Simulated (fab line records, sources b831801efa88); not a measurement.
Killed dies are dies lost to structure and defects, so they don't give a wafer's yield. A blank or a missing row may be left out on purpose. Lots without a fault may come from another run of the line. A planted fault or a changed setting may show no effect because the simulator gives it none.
Tool commonality check | flow sky130 | 10 lots, 30 wafers sampled

WHY IT WAS OPENED
At SKY_METAL1_RS_MEAS_05 the reading METAL1_ALCU_RS is flagged on 1 of 10 lots. Wafers without a fault read 0.1275 ohm/sq, standard deviation 0.0014.
Rule: a lot is flagged when every wafer of it that has a number lies more than 4 standard deviations from that mean, or none has a number. The other lots count as sound.

lot  | measured     | on            | METAL1_ALCU_RS (ohm/sq), wafer by wafer | flag
L731 | day 32 20:51 | film_metro-02 | 0.1264 0.1289 0.1266                    |
L733 | day 32 23:24 | film_metro-02 | 0.1271 0.1265 0.1267                    |
L737 | day 34 01:08 | film_metro-03 | 0.1283 0.1283 0.1277                    |
L738 | day 34 02:04 | film_metro-03 | 0.1276 0.1272 0.1286                    |
L742 | day 34 22:41 | film_metro-02 | 0.1237 0.1235 0.1237                    |
L741 | day 34 23:56 | film_metro-03 | 0.1256 0.1258 0.1260                    |
L743 | day 35 13:22 | film_metro-03 | 0.1286 0.1287 0.1282                    |
L744 | day 35 13:40 | film_metro-04 | 0.1260 0.1265 0.1264                    |
L747 | day 36 21:49 | film_metro-04 | 0.1366 0.1368 0.1370                    | FLAGGED
L752 | day 38 06:25 | film_metro-02 | 0.1271 0.1284 0.1275                    |
The numbers of the flagged lots are 0.1368 ohm/sq on average: +0.0093 ohm/sq against the usual, or +7 standard deviations.

WHICH TOOL RAN EACH LOT
The record holds 3 process steps before the reading, out of a route of 708 steps. In each cell: the tool, then ch and the chambers that the sampled wafers went through, then the start.
lot  | flag    | SKY_CONTACT_STRIP_19                 | SKY_METAL1_SPUTTER_02        | SKY_METAL1_SPUTTER_04
L731 |         | plasma_asher-03 ch 1, day 32 19:26   | pvd_sputter-02, day 32 20:44 | pvd_sputter-02, day 32 20:47
L733 |         | plasma_asher-02 ch 0,1, day 32 21:59 | pvd_sputter-02, day 32 23:17 | pvd_sputter-02, day 32 23:20
L737 |         | plasma_asher-04 ch 0,1, day 33 23:45 | pvd_sputter-02, day 34 01:02 | pvd_sputter-02, day 34 01:05
L738 |         | plasma_asher-03 ch 0,1, day 34 00:39 | pvd_sputter-03, day 34 01:56 | pvd_sputter-03, day 34 01:59
L742 |         | plasma_asher-03 ch 0, day 34 21:14   | pvd_sputter-03, day 34 22:34 | pvd_sputter-03, day 34 22:37
L741 |         | plasma_asher-04 ch 0,1, day 34 22:29 | pvd_sputter-04, day 34 23:49 | pvd_sputter-04, day 34 23:52
L743 |         | plasma_asher-03 ch 0,1, day 35 11:59 | pvd_sputter-03, day 35 13:16 | pvd_sputter-03, day 35 13:19
L744 |         | plasma_asher-04 ch 0,1, day 35 12:17 | pvd_sputter-02, day 35 13:35 | pvd_sputter-02, day 35 13:37
L747 | FLAGGED | plasma_asher-02 ch 0,1, day 36 20:26 | pvd_sputter-02, day 36 21:44 | pvd_sputter-02, day 36 21:46
L752 |         | plasma_asher-02 ch 0,1, day 38 04:59 | pvd_sputter-03, day 38 06:19 | pvd_sputter-03, day 38 06:22
What these steps do:
- SKY_CONTACT_STRIP_19: strips in O2/N2.
- SKY_METAL1_SPUTTER_02: material AlCu, target thk 250 nm, time 13.3 s.
- SKY_METAL1_SPUTTER_04: material TiN, target thk 70 nm, time 58.3 s.
- SKY_METAL1_RS_MEAS_05: measures by four-point-probe.

FLAGGED OVER TOTAL, TOOL BY TOOL (the gauges that took the reading come last)
step                  | tool            | lots run | flagged | share of the flagged lots | sound lots run after its first flagged lot
SKY_CONTACT_STRIP_19  | plasma_asher-02 | 3        | 1       | all                       | 1 (L752)
SKY_CONTACT_STRIP_19  | plasma_asher-03 | 4        | 0       | none                      | -
SKY_CONTACT_STRIP_19  | plasma_asher-04 | 3        | 0       | none                      | -
SKY_METAL1_SPUTTER_02 | pvd_sputter-02  | 5        | 1       | all                       | 0
SKY_METAL1_SPUTTER_02 | pvd_sputter-03  | 4        | 0       | none                      | -
SKY_METAL1_SPUTTER_02 | pvd_sputter-04  | 1        | 0       | none                      | -
SKY_METAL1_SPUTTER_04 | pvd_sputter-02  | 5        | 1       | all                       | 0
SKY_METAL1_SPUTTER_04 | pvd_sputter-03  | 4        | 0       | none                      | -
SKY_METAL1_SPUTTER_04 | pvd_sputter-04  | 1        | 0       | none                      | -
SKY_METAL1_RS_MEAS_05 | film_metro-02   | 4        | 0       | none                      | -
SKY_METAL1_RS_MEAS_05 | film_metro-03   | 4        | 0       | none                      | -
SKY_METAL1_RS_MEAS_05 | film_metro-04   | 2        | 1       | all                       | 0

WHAT THE TABLE ALLOWS
4 rows of the table ran every flagged lot: plasma_asher-02 at SKY_CONTACT_STRIP_19, pvd_sputter-02 at SKY_METAL1_SPUTTER_02, pvd_sputter-02 at SKY_METAL1_SPUTTER_04, film_metro-04 at SKY_METAL1_RS_MEAS_05.
- plasma_asher-02 at SKY_CONTACT_STRIP_19: 1 of its 3 lots flagged. Sound lots ran on it after the first flagged one (L752), which a lasting fault on the whole tool wouldn't allow.
- pvd_sputter-02 at SKY_METAL1_SPUTTER_02: 1 of its 5 lots flagged. Its last sound lot is L744 (day 35 13:35), its first flagged lot L747 (day 36 21:44): a fault that began between those two fits. Its own readings lie more than 4 standard deviations out on every wafer of the flagged lots: chamber_pressure_pa.
- pvd_sputter-02 at SKY_METAL1_SPUTTER_04: 1 of its 5 lots flagged. Its last sound lot is L744 (day 35 13:37), its first flagged lot L747 (day 36 21:46): a fault that began between those two fits.
- film_metro-04 at SKY_METAL1_RS_MEAS_05: 1 of its 2 lots flagged. Its last sound lot is L744 (day 35 13:40), its first flagged lot L747 (day 36 21:49): a fault that began between those two fits.
Counting lots can't tell these 2 tools apart, because each fits a fault that began at some hour. More lots, or a look at what each step does to the wafer, might.

WHAT THE SIMULATOR HAD PUT IN
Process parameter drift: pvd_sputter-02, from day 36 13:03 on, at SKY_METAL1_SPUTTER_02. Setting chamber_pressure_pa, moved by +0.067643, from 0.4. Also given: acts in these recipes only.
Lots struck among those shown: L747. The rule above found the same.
